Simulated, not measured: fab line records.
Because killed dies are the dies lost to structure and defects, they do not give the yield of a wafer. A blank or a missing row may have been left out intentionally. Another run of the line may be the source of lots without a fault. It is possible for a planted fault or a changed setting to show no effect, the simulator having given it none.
A struck lot beside a sound one	flow gf180mcu	18 steps out of a route of 602
Sound: wafers L961.1, L961.3, L961.6. Struck: wafers L962.2, L962.3, L962.4. The cause is named last.
At each step with rows: each side's tool, then ch and its chambers, then its first start. Under that, the readings that differ: sound wafers	struck wafers	difference of the means	sigmas: that difference in standard deviations of wafers without a fault.
alike: words and numbers the same on both sides, and readings whose means are apart by under 2 such deviations; not compared: readings that were withheld, readings missing a value for some wafer, numbers with overlapping values and no deviation given by the record, and bounds like >300 which may hide the same value.
The two part at a step that has a row with sigmas, a row that says differs or no value, or rows on one side only. When numbers do not overlap yet have no deviation, they are printed without sigmas and do not part them. A reading that every wafer of one side lacks parts them only if that side has two wafers or more.

first, 3 steps without rows for these wafers: GF_V2_EXPOSE_11 (exposes mask Via2, target cd 260 nm); GF_V2_PEB_12 (peb time 90 s); GF_V2_DEVELOP_13 (develop time 60 s).
GF_V2_CD_MEAS_14: the cd target is 260 nm.
  struck on cd-sem-01, day 25 13:48; sound on cd-sem-01, day 25 04:35
  alike: cd-nm
GF_V2_OVL_MEAS_15:
  struck on overlay-02, day 25 13:55; sound on overlay-02, day 25 04:42
  alike: V2_OVL
GF_V2_ETCH_16: etches BARC in N2/H2.
  sound on rie-diel-01 ch 0,3, day 25 04:44; struck on rie-diel-02 ch 0,2,3, day 25 13:56
  alike: bias-w, drypump-motor-current-A, oes-product-au, throttle-valve-pct
then, 1 step without rows for these wafers: GF_V2_ETCH_17 (etches SiO2 in C4F8/O2/Ar, stops on TiN, target depth 630 nm).
GF_V2_STRIP_18: strips in O2/N2.
  sound on plasma-asher-03 ch 0,1, day 25 04:52; struck on plasma-asher-02 ch 0,1, day 25 14:04
  alike: drypump-motor-current-A, heater-power-w, oes-product-au
  not compared: rf-hours-counter-h
then, 2 steps without rows for these wafers: GF_V2_STRIP_19 (strips in post etch residue remover, time 1200 s); GF_V2_CLEAN_20 (cleans in DIW).
GF_V2_SPUTTER_21: material Ti, target thk 15 nm, time 80.02 s.
  struck on pvd-sputter-02, day 25 14:36; sound on pvd-sputter-02, day 25 05:25
  alike: throttle-valve-pct
GF_V2_SPUTTER_22: material TiN, target thk 10 nm, time 40 s.
  struck on pvd-sputter-02, day 25 14:40; sound on pvd-sputter-02, day 25 05:28
  alike: throttle-valve-pct
GF_V2_CVD_23: deposits W, target thk 350 nm, time 104.94 s.
  sound on cvd-w-01 ch 0,1, day 25 05:31; struck on cvd-w-02 ch 0,1, day 25 14:42
reading	sound	struck	difference	sigmas
heater-power-w (W)	905 883 863	800 729 827	-98	-3
susceptor-temp-C (C)	400.14 400.41 400.07	386.42 386.32 386.36	-13.84	-60
model.W_of_V2_CVD_23.thk-nm (nm)	357.7 356.7 353.3	272.4 273.7 273.6	-82.7	
GF_V2_RS_MEAS_24: measures by four-point-probe.
  struck on film-metro-03, day 25 14:50; sound on film-metro-01, day 25 05:37
reading	sound	struck	difference	sigmas
V2_W_RS (ohm/sq)	0.321 0.321 0.324	0.422 0.420 0.420	+0.099	+29
GF_V2_THK_MEAS_25: measures by xrf.
  struck on film-metro-03, day 25 14:56; sound on film-metro-01, day 25 05:44
reading	sound	struck	difference	sigmas
V2_W_THK (nm)	368 364 365	276 277 278	-89	-19
GF_V2_CMP_26: polishes, stops on SiO2, t overpolish 15 s, target thk 0 nm.
  sound on cmp-02 ch 1,2,3, day 25 05:51; struck on cmp-02 ch 0,1,2, day 25 15:02
reading	sound	struck	difference	sigmas
time-to-endpoint-s (s)	85.4 87.0 82.7	66.8 61.9 61.5	-21.6	-8
  alike: motor-current-A, platen-rpm
GF_M3_SPUTTER_00: material Ti, target thk 37.5 nm, time 150 s.
  struck on pvd-sputter-04, day 25 15:17; sound on pvd-sputter-02, day 25 06:06
  alike: throttle-valve-pct
GF_PASSIVATION_PROBE_99:
  rows exist in the record for the sound wafers here (prober-02, day 32 21:56), none for the struck ones

== WHERE THEY PART ==
First at GF_V2_CVD_23; last, within this record, at GF_PASSIVATION_PROBE_99.

WHY: what the simulator had put in
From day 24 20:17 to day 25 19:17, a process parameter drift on cvd-w-02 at GF_V2_CVD_23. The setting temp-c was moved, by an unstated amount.
